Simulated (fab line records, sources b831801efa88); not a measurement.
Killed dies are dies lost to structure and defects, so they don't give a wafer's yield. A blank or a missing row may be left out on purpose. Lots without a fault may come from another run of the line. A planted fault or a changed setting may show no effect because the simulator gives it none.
A struck lot beside a sound one | flow sky130 | 17 steps out of a route of 708
Sound: wafers L379.1, L379.3, L379.5. Struck: wafers L388.3, L388.4, L388.6. The cause comes at the end.
At each step with rows: each side's tool, then ch and its chambers, then its first start. Under that, the readings that differ: sound wafers | struck wafers | difference of the means | sigmas: that difference in standard deviations of wafers without a fault.
alike: readings whose means differ by less than 2 such deviations, and words and numbers that are the same on both sides. not compared: withheld readings, readings that some wafer has no value for, bounds like >300 that may hide the same value, and numbers for which the record gives no deviation and whose values overlap.
The two part at a step that has a row with sigmas, a row that says differs or no value, or rows on one side only. Numbers that don't overlap but have no deviation are shown without sigmas and don't part them. A reading that every wafer of one side lacks parts them only if that side has two wafers or more.

first, 1 step without rows for these wafers: SKY_VT_ADJUST_PCH_IMPLANT_08.
SKY_VT_ADJUST_PCH_STRIP_09: strips in O2/N2.
  sound on plasma_asher-01 ch 0, day 12 16:07; struck on plasma_asher-03 ch 0,1, day 15 09:03
  reading                     | sound       | struck      | difference | sigmas
  drypump_motor_current_A (A) | 5.2 5.2 5.3 | 6.7 5.9 6.7 | +1.2       | +2
  alike: o2_flow_sccm, oes_product_au, strip_time_to_endpoint_s
  not compared: rf_hours_counter_h
SKY_VT_ADJUST_PCH_TW_MEAS_10:
  sound on film_metro-02, day 12 16:13; struck on film_metro-01, day 15 09:08
  alike: VT_ADJUST_PCH_TW
then, 7 steps without rows for these wafers: SKY_SONOS_TUNNEL_DEHYDRATE_00 (time 60 s); SKY_SONOS_TUNNEL_HMDS_01 (prime time 60 s); SKY_SONOS_TUNNEL_COAT_02 (resist thk 1140 nm); SKY_SONOS_TUNNEL_SOFTBAKE_03 (time 60 s); SKY_SONOS_TUNNEL_EXPOSE_04 (exposes mask TUNM, target cd 410 nm); SKY_SONOS_TUNNEL_PEB_05; SKY_SONOS_TUNNEL_DEVELOP_06 (develop time 60 s).
SKY_SONOS_TUNNEL_CD_MEAS_07: target cd 410 nm.
  sound on cd_sem-02, day 13 17:37; struck on cd_sem-02, day 16 12:30
  alike: cd_nm
SKY_SONOS_TUNNEL_OVL_MEAS_08:
  sound on overlay-02, day 13 17:44; struck on overlay-01, day 16 12:36
  reading               | sound          | struck      | difference | sigmas
  SONOS_TUNNEL_OVL (nm) | -1.1 -1.6 -0.7 | 2.8 3.4 3.3 | +4.3       | +3
SKY_SONOS_TUNNEL_IMPLANT_09:
  sound on implanter-03 ch 0, day 13 17:46; struck on implanter-02 ch 0, day 16 12:40
  reading            | sound                            | struck                        | difference | sigmas
  dose_ions_cm2      | 1.0003e+12 1.0015e+12 1.0016e+12 | 2.926e+11 2.914e+11 2.927e+11 | -7.089e+11 | -99 or more
  faraday_current_uA | 5.57 5.75 5.68                   | 1.63 1.60 1.56                | -4.07      | -34
then, 2 steps without rows for these wafers: SKY_SONOS_TUNNEL_WET_ETCH_10 (etches SiO2 in dHF, target depth 14 nm, time 280 s); SKY_SONOS_TUNNEL_STRIP_11 (strips in SPM, time 600 s).
SKY_SONOS_TUNNEL_TW_MEAS_12:
  sound on film_metro-01, day 13 18:16; struck on film_metro-02, day 16 13:17
  reading         | sound             | struck            | difference | sigmas
  SONOS_TUNNEL_TW | 196.1 195.4 197.1 | 140.4 140.4 140.7 | -55.7      | -37
  not compared: hold
-- the record jumps here: 33 days lie between the struck wafers' starts before and after (it left off in module SONOS_TUNNEL and takes up again in module PAD_OPEN, whose first step shown is number 708 of the route) --
SKY_PAD_OPEN_PROBE_99:
  sound on prober-01, day 47 19:15; struck on prober-01, day 49 15:30
  reading                                     | sound                 | struck                  | difference | sigmas
  model.etest.sonos_uncharged.r_on_ohm_um     | 807.2 807.7 794.1     | 731.8 733.4 735.6       | -69.4      |
  model.etest.sonos_programmed.off_log10_a_um | -14 -13.93 -13.89     | -10.71 -11.19 -11.2     | +2.91      |
  model.etest.sonos_erased.vt_v (V)           | -2.334 -2.366 -2.294  | -2.463 -2.473 -2.496    | -0.146     |
  model.etest.sonos_uncharged.vt_v (V)        | -0.4234 -0.431 -0.404 | -0.6595 -0.6472 -0.6465 | -0.2316    |
  model.etest.sonos_baked.vt_v (V)            | 1.05 0.9969 0.9959    | 0.7424 0.7904 0.7617    | -0.2494    |
  model.etest.sonos_programmed.vt_v (V)       | 1.542 1.51 1.463      | 1.179 1.252 1.224       | -0.287     |
  alike: killed_at_M0_to_M3, killed_at_M4_up, killed_at_contacts, killed_at_front_end, killed_at_other, killed_dies, killed_open, killed_short
  not compared: model.etest.tip_sonos.rs_ohm_sq

WHERE THEY PART
First at SKY_VT_ADJUST_PCH_STRIP_09; last, within this record, at SKY_SONOS_TUNNEL_TW_MEAS_12. Later steps at which nothing parts them and some readings are alike: SKY_PAD_OPEN_PROBE_99.

WHY: what the simulator had put in
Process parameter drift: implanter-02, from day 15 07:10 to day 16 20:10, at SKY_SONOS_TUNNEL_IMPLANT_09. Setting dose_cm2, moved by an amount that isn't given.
